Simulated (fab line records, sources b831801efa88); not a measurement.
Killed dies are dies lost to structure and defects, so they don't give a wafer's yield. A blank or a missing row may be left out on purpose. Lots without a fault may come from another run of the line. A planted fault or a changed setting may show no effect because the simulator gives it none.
Chamber matching | flow sfq_line | SFQ_TRILAYER_I3_CMP_CMP_082 on cmp-01: 4 sister chambers
The step polishes SiO2. 4 wafers are shown with their chamber, then 7 later ones without.

WAFERS WITH THEIR CHAMBER
wafer  | chamber | motor_current_A (A)
L471.3 | 2       | 10.5
L472.2 | 1       | 7.2
L472.3 | 0       | 12.6
L483.5 | 3       | 10.3

WAFERS WITHOUT THEIR CHAMBER
wafer  | motor_current_A (A)
L483.6 | 9.9
L485.2 | 10.7
L485.3 | 10.8
L485.6 | 7.5
L487.1 | 10.2
L487.4 | 10.4
L487.2 | 7.2

WHICH CHAMBER EACH WENT THROUGH
wafer  | from the rows above     | in truth
L483.6 | can't be placed: 3 or 2 | 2
L485.2 | can't be placed: 2 or 3 | 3
L485.3 | can't be placed: 2 or 3 | 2
L485.6 | 1                       | 1
L487.1 | can't be placed: 3 or 2 | 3
L487.4 | can't be placed: 2 or 3 | 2
L487.2 | 1                       | 1
Placed correctly: 2 of 7. Can't be placed from these rows: 5 (the true chamber is among the candidates in 5). Placed wrongly: 0.
How it was worked out, from the rows above alone: a wafer's distance from a chamber is the root of the sum, over the readings, of the square of ((its reading less the chamber's mean) divided by the reading's scatter). The wafer belongs to the nearest chamber; if the next one is less than 2 further off, it can't be placed. A chamber's mean is the mean of its shown wafers. The scatter: with one shown wafer a chamber, the root of the mean of the squares of how far each hidden wafer lies from its nearest shown one.
